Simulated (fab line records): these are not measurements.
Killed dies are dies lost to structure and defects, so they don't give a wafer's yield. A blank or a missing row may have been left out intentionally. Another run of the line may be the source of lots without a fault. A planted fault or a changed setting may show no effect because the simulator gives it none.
Matching of chambers -- flow gf180mcu -- GF_V1_CMP_26 on cmp-02: 4 sister chambers
The step polishes, stops on SiO2, t overpolish 15 s, target thk 0 nm. 18 wafers are shown with their chamber, then 9 later ones without.

== WAFERS WITH THEIR CHAMBER ==
wafer,chamber,motor_current_A (A),overpolish_run_s (s),time_to_endpoint_s (s)
L074.3,3,10.9,15.024,82
L074.4,2,9.8,14.996,86
L074.5,0,10.8,14.991,84
L076.1,2,10.0,14.993,85
L076.5,2,9.7,15.011,86
L076.6,1,11.3,15.009,87
L077.2,1,10.0,14.999,84
L077.3,2,9.9,14.989,80
L077.4,0,11.1,14.976,82
L080.1,3,11.3,15.012,85
L080.2,2,9.6,14.999,84
L080.3,1,11.6,15.017,86
L087.3,3,11.1,15.004,84
L087.4,1,12.1,15.013,80
L087.6,3,11.7,14.978,78
L092.2,2,10.1,15.004,87
L092.5,3,11.2,15.004,87
L092.6,0,11.4,14.996,83

SIGNATURES (means of the wafers above)
reading,chamber 0,chamber 1,chamber 2,chamber 3,scatter within a chamber
motor_current_A,11.100,11.250,9.850,11.240,0.472
overpolish_run_s,14.98767,15.00950,14.99867,15.00440,0.0115
time_to_endpoint_s,83.00,84.25,84.67,83.20,2.79
Rule: distance of a wafer from a chamber = root of the sum over the readings of ((wafer's reading minus chamber's mean) / reading's scatter) squared. The wafer belongs to the nearest chamber; if the next one is less than 2 further off, it can't be placed. The scatter: the root of (the sum of the squares of (reading less its chamber's mean) over the shown wafers, divided by (wafers less chambers)).

== WAFERS WITHOUT THEIR CHAMBER ==
wafer,motor_current_A (A),overpolish_run_s (s),time_to_endpoint_s (s)
L093.2,11.7,15.002,87
L093.5,10.1,15.017,84
L093.6,11.1,15.001,84
L094.1,10.2,15.015,80
L094.2,11.2,15.000,83
L094.5,10.4,15.006,83
L097.1,10.1,14.986,84
L097.2,12.3,14.986,85
L097.5,11.1,14.996,85

== THE CHAMBER EACH PASSED THROUGH ==
wafer,from the rows above,in truth
L093.2,can't be placed: 1 or 3 or 0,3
L093.5,can't be placed: 2 or 1 or 3 or 0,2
L093.6,can't be placed: 3 or 1 or 0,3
L094.1,can't be placed: 2 or 3 or 1 or 0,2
L094.2,can't be placed: 3 or 1 or 0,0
L094.5,can't be placed: 2 or 3 or 1 or 0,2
L097.1,can't be placed: 2 or 0 or 3 or 1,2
L097.2,can't be placed: 0 or 3 or 1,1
L097.5,can't be placed: 3 or 0 or 1 or 2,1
0 of 9 placed correctly. Cannot be placed on the basis of these rows: 9; the candidates contain the true chamber in 9. Wrongly placed: 0.
